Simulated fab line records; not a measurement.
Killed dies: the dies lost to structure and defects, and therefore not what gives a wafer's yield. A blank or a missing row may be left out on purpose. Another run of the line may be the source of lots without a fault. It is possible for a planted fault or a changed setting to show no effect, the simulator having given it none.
Split-lot experiment -- flow sky130 -- 23 wafers read across 5 lots, on a route 708 steps long

## THE SPLIT
At SKY_POLY_CUT_COAT_02 (resist thk 60 nm), the setting resistThkNm was moved away from the recipe's 60 nm on 7 of the 23 wafers read, by -4.7% to +5.6%. The other wafers ran this setting at the recipe's value.

## FROM THE SPLIT TO THE READING: what the file shows between them, 2 steps
- SKY_POLY_CUT_COAT_03: resist thk 444 nm
- SKY_POLY_CUT_SOFTBAKE_04: time 90 s

## THE READING
oesProductAu, in a.u., at SKY_POLY_CUT_ETCH_10 (etches BARC in N2/H2, stops on SiO2, time 45.9 s, target depth 60 nm). Fault-free wafers of this fab line usually give 0.855 a.u., standard deviation 0.0047 a.u.

wafer,"tool, chamber at the split","resistThkNm as run, nm",against the recipe,"oesProductAu, a.u.",against lot-mates on the recipe
L077.1,"lithoTrack-02, 0",57.15,-4.7%,0.834,-0.025
L077.2,"lithoTrack-02, 0",57.15,-4.7%,0.829,-0.030
L077.3,"lithoTrack-02, 0",60,recipe,0.859,-
L077.5,"lithoTrack-02, 0",60,recipe,0.858,-
L077.6,"lithoTrack-02, 0",60,recipe,0.861,-
L080.2,"lithoTrack-02, 0",60,recipe,0.851,-
L080.4,"lithoTrack-02, 0",60,recipe,0.860,-
L080.5,"lithoTrack-02, 0",60,recipe,0.859,-
L082.1,"lithoTrack-04, 0",60,recipe,0.866,-
L082.3,"lithoTrack-04, 0",63.36,+5.6%,0.885,+0.029
L082.4,"lithoTrack-04, 0",63.36,+5.6%,0.880,+0.024
L082.5,"lithoTrack-04, 0",60,recipe,0.846,-
L082.6,"lithoTrack-04, 0",63.36,+5.6%,0.890,+0.034
L084.1,"lithoTrack-04, 0",60,recipe,0.850,-
L084.2,"lithoTrack-04, 0",60,recipe,0.855,-
L084.3,"lithoTrack-04, 0",60,recipe,0.850,-
L084.5,"lithoTrack-04, 0",60,recipe,0.853,-
L084.6,"lithoTrack-04, 0",60,recipe,0.857,-
L085.1,"lithoTrack-02, 0",60,recipe,0.856,-
L085.2,"lithoTrack-02, 0",60,recipe,0.847,-
L085.3,"lithoTrack-02, 0",58.61,-2.3%,0.850,-0.003
L085.4,"lithoTrack-02, 0",60,recipe,0.857,-
L085.5,"lithoTrack-02, 0",58.61,-2.3%,0.842,-0.011

THE FIT
A straight line over all 23 wafers: oesProductAu changes by +0.00512 a.u. for each +1% of resistThkNm; r = +0.94; the points scatter about the line by 0.0051 a.u.
The same after taking each lot's own level away (the mean of its wafers on the recipe; 23 wafers): +0.00524 a.u. for each +1%; r = +0.94; scatter 0.0049 a.u.
Per that fit: largest resistThkNm move, reading shift of 0.029 a.u.
From 0.8530 to 0.8593 a.u.: that is the span of the lots' own levels, equal to 1.3 times the standard deviation above.
So the lot-to-lot level changes the slope little: the two slopes agree.
Check: +0.0296 a.u. against its lot-mates is what the line predicts for one of the wafers moved furthest among these (+5.6%) when that wafer is left out of the fit. It came out at +0.029 a.u. against them.

## OTHER SPLITS APPLIED TO THESE WAFERS
Before the reading, these wafers also passed through other splits. Each is held against what the fit with the lots' levels taken away leaves over:
other split on the same wafers,wafers away from the commonest value,r with oesProductAu (lot level and that fit taken away)
SKY_RES_PROTECT_SOFTBAKE_03 tempC,2,-0.37
SKY_POLY_GATE_OXIDATION_20 oxTimeS,18,+0.16
SKY_LDD_N_IMPLANT_09 energyKev,5,+0.13
SKY_LDD_N_IMPLANT_14 energyKev,10,+0.04
SKY_LDD_P_IMPLANT_09 energyKev,6,+0.08
SKY_LDD_HVN_COAT_02 spinRpm,7,-0.23
SKY_LDD_HVN_IMPLANT_08 energyKev,8,-0.07
SKY_LDD_LDN_COAT_02 spinRpm,8,+0.24
SKY_LDD_LDN_IMPLANT_09 energyKev,9,-0.03

## FILE'S OWN FIT
oesProductAu changes by +0.00531 a.u. for each +1% of resistThkNm, r = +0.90.
